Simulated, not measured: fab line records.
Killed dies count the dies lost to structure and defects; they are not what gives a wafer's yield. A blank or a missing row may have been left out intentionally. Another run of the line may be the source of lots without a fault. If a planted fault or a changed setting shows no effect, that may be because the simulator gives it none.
Comparing a struck lot with a sound one || flow gf180mcu || 15 steps out of a route of 602
Sound: these wafers, L308.1, L308.2, L308.5. The struck wafers were L325.2, L325.3, L325.5. The cause is given at the end.
Per side, at each step with rows, come the tool, then ch with its chambers, and then its first start. Under that, the readings that differ: sound wafers || struck wafers || difference of the means || sigmas: that difference in standard deviations of wafers without a fault.
alike: same words and numbers on both sides, and readings whose means sit less than 2 such deviations apart. not compared: any withheld reading, any reading some wafer has no value for, any bound like >300 that may hide the same value, and any number with overlapping values for which the record gives no deviation.
Wherever a step has rows on one side only, a row that says differs or no value, or a row with sigmas, the two part there. Numbers that have no deviation but don't overlap get no sigmas and don't part them. A reading missing from all wafers of one side parts the sides only when that side holds two or more wafers.

GF_NSD_STRIP_11: strips in O2/N2.
  sound on plasma-asher-02 ch 0,1, day 14 13:29; struck on plasma-asher-03 ch 0,1, day 20 14:43
  alike: drypump-motor-current-A, heater-power-w, o2-flow-sccm, oes-product-au, platen-temp-c, strip-time-to-endpoint-s
  not compared: rf-hours-counter-h
GF_NSD_TW_MEAS_12:
  struck on film-metro-02, day 20 14:49; sound on film-metro-03, day 14 13:35
{"reading": "NSD_TW", "sound": "4262 4288 4299", "struck": "4157 4166 4143", "difference": -128, "sigmas": -4}
then, 7 steps without rows for these wafers: GF_PSD_DEHYDRATE_00 (time 60 s); GF_PSD_HMDS_01 (prime time 60 s); GF_PSD_COAT_02 (resist thk 1000 nm); GF_PSD_SOFTBAKE_03 (time 60 s); GF_PSD_EXPOSE_04 (exposes mask Pplus, target cd 400 nm); GF_PSD_PEB_05; GF_PSD_DEVELOP_06 (develop time 60 s).
GF_PSD_CD_MEAS_07 targets a cd of 400 nm.
  struck on cd-sem-01, day 21 13:47; sound on cd-sem-02, day 15 11:34
{"reading": "cd-nm (nm)", "sound": "396.5 394.8 393.5", "struck": "401.4 402.3 402.1", "difference": "+7.0", "sigmas": "+3"}
GF_PSD_OVL_MEAS_08:
  struck on overlay-02, day 21 13:53; sound on overlay-02, day 15 11:41
  alike: PSD_OVL
after that, 1 step had no rows for these wafers: GF_PSD_IMPLANT_09.
GF_PSD_STRIP_10: strips in O2/N2.
  sound on plasma-asher-02 ch 0,1, day 15 11:52; struck on plasma-asher-04 ch 0,1, day 21 14:04
{"reading": "o2-flow-sccm (sccm)", "sound": "3019 2998 2997", "struck": "3599 3590 3606", "difference": "+594", "sigmas": "+72"}
{"reading": "strip-time-to-endpoint-s (s)", "sound": "16.72 16.72 16.70", "struck": "16.55 16.48 16.55", "difference": -0.19, "sigmas": -5}
  alike: drypump-motor-current-A, heater-power-w, oes-product-au, platen-temp-c
  not compared: rf-hours-counter-h
GF_PSD_TW_MEAS_11:
  struck on film-metro-04, day 21 14:10; sound on film-metro-03, day 15 11:58
  alike: PSD_TW
after that, 1 step had no rows for these wafers: GF_PASSIVATION_PROBE_99.

WHERE THEY PART
First at GF_NSD_TW_MEAS_12; last, within this record, at GF_PSD_STRIP_10. Later steps at which nothing parts them and some readings are alike: GF_PSD_TW_MEAS_11.

WHY: what the simulator had put in
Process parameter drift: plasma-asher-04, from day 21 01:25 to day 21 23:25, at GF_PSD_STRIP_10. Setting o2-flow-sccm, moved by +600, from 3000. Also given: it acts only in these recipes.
